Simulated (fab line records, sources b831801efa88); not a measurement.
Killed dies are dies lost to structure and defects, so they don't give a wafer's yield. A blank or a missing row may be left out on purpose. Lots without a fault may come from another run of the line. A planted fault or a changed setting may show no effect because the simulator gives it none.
Which tool did it? | flow gf180mcu | 9 lots, 27 wafers sampled, at 5 steps of a route of 602

WHAT THE GAUGES READ, wafer by wafer
GF_STI_THK_MEAS_02.
lot  | measured    | on            | STI_OXIDATION_THK (nm)
L306 | day 1 11:32 | film_metro-02 | 10.38 10.61 10.55
L307 | day 1 16:41 | film_metro-02 | 10.65 10.57 10.67
L308 | day 1 22:05 | film_metro-04 | 10.48 10.19 10.25
L309 | day 2 02:31 | film_metro-04 | 10.58 10.56 10.37
L310 | day 2 08:26 | film_metro-04 | 10.94 10.67 10.79
L312 | day 2 17:40 | film_metro-04 | 10.78 10.57 10.79
L319 | day 4 04:31 | film_metro-02 | 8.94 9.01 9.10
L320 | day 4 09:53 | film_metro-02 | 8.96 9.03 9.01
L321 | day 4 14:32 | film_metro-02 | 10.32 10.50 10.41

GF_PSD_TW_MEAS_11.
lot  | measured     | on            | PSD_TW
L306 | day 14 03:11 | film_metro-03 | 3181 3182 3193
L307 | day 14 11:14 | film_metro-02 | 3179 3176 3173
L308 | day 14 19:01 | film_metro-02 | 3199 3155 3185
L309 | day 15 03:49 | film_metro-02 | 3173 3190 3178
L310 | day 15 16:29 | film_metro-02 | 3198 3198 3189
L312 | day 16 15:52 | film_metro-04 | 3151 3163 3146
L319 | day 18 20:13 | film_metro-04 | 3161 3158 3181
L320 | day 19 04:19 | film_metro-04 | 3171 3157 3183
L321 | day 19 11:08 | film_metro-03 | 3178 3166 3155

GF_SAB_THK_MEAS_01.
lot  | measured     | on            | SAB_CVD_00_THK (nm)
L306 | day 14 03:38 | film_metro-02 | 49.2 50.5 49.5
L307 | day 14 11:41 | film_metro-04 | 49.7 50.9 51.2
L308 | day 14 19:28 | film_metro-01 | 50.3 50.8 50.6
L309 | day 15 04:16 | film_metro-01 | 49.8 49.6 51.0
L310 | day 15 16:56 | film_metro-02 | 50.0 50.3 51.1
L312 | day 16 16:19 | film_metro-04 | 50.5 51.6 50.8
L319 | day 18 20:46 | film_metro-02 | 49.5 48.9 50.2
L320 | day 19 04:46 | film_metro-02 | 49.3 49.7 48.8
L321 | day 19 11:35 | film_metro-01 | 50.3 50.9 50.5

GF_SALICIDE_THK_MEAS_05: measures by xrf.
lot  | measured     | on            | SALICIDE_TIN_THK (nm)
L306 | day 15 01:00 | film_metro-03 | 19.72 19.73 19.78
L307 | day 15 09:35 | film_metro-02 | 20.17 20.16 20.03
L308 | day 15 17:32 | film_metro-03 | 20.06 19.74 19.96
L309 | day 16 02:43 | film_metro-01 | 19.92 19.69 19.83
L310 | day 16 16:26 | film_metro-03 | 20.13 20.26 19.96
L312 | day 17 14:47 | film_metro-03 | 20.62 20.45 20.54
L319 | day 19 20:46 | film_metro-01 | 20.04 19.93 20.10
L320 | day 20 04:35 | film_metro-02 | 20.62 20.09 20.27
L321 | day 20 12:25 | film_metro-03 | 19.96 19.86 19.85

WHICH TOOL RAN EACH LOT (tool, then ch and the chambers of the sampled wafers, then the start)
lot  | GF_STI_OXIDATION_01
L306 | furnace-01 ch 0, day 1 10:08
L307 | furnace-01 ch 0, day 1 15:17
L308 | furnace-01 ch 0, day 1 20:41
L309 | furnace-01 ch 0, day 2 01:07
L310 | furnace-02 ch 0, day 2 07:03
L312 | furnace-02 ch 0, day 2 16:16
L319 | furnace-01 ch 0, day 4 03:07
L320 | furnace-01 ch 0, day 4 08:29
L321 | furnace-02 ch 0, day 4 13:07
- GF_STI_OXIDATION_01: stabilise 600 s, purge 300 s, target thk 10 nm.

WHAT THE TOOLS THEMSELVES READ (means of the sampled wafers that have a number; where no wafer has one, the mark that the record gives instead)
GF_STI_OXIDATION_01.
lot  | tool       | spike_tc_lower_C (C) | spike_tc_upper_C (C) | zone_power_bottom_pct (%)
L306 | furnace-01 | 905.8                | 904.5                | 32.7
L307 | furnace-01 | 906.0                | 904.8                | 32.7
L308 | furnace-01 | 907.0                | 905.7                | 32.4
L309 | furnace-01 | 907.4                | 904.9                | 32.4
L310 | furnace-02 | 905.7                | 903.9                | 29.2
L312 | furnace-02 | 905.1                | 903.8                | 28.9
L319 | furnace-01 | 905.7                | 906.1                | 32.4
L320 | furnace-01 | 906.3                | 904.9                | 32.7
L321 | furnace-02 | 905.5                | 903.3                | 29.1

THE ANSWER, worked out from the rows above alone
Rule: what is usual is taken from the lots themselves. Put in order of their means at a reading, lots are off if they are a third of the lots or fewer, leave a main group of 4 or more, and stand apart from it by a gap of 3 or more times the standard deviation of the main group's means; of several such gaps the widest counts. A main group whose means are all the same, to the digits that the tables above print for the reading, isn't used. A lot without any number at a reading at which 4 lots or more have one is off too. The other lots that the step has rows for count as sound. The gauges are gone through in route order, then the tools' own readings, and for those a lot's mean is taken as printed above. The first step at which some lot is off is used, and at that step the reading that is off furthest; a lot without a number counts as furthest.
Off: L319, L320, at GF_STI_THK_MEAS_02 (STI_OXIDATION_THK). The main group: mean 10.55 nm, standard deviation 0.16.
A tool fits if, at a process step before that reading, it ran every lot that is off, and no sound lot after the first of them. The gauges at GF_STI_THK_MEAS_02 are tried like those tools. One fits: furnace-01 at GF_STI_OXIDATION_01. Its last sound lot is L309 (day 2 01:07), its first lot that is off L319 (day 4 03:07): a fault that began between those two fits.

WHAT THE SIMULATOR HAD PUT IN
Process parameter drift: furnace-01, from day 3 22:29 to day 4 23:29, at GF_STI_OXIDATION_01. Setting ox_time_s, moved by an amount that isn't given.
Lots struck among those shown: L319, L320. The rule above found the same.
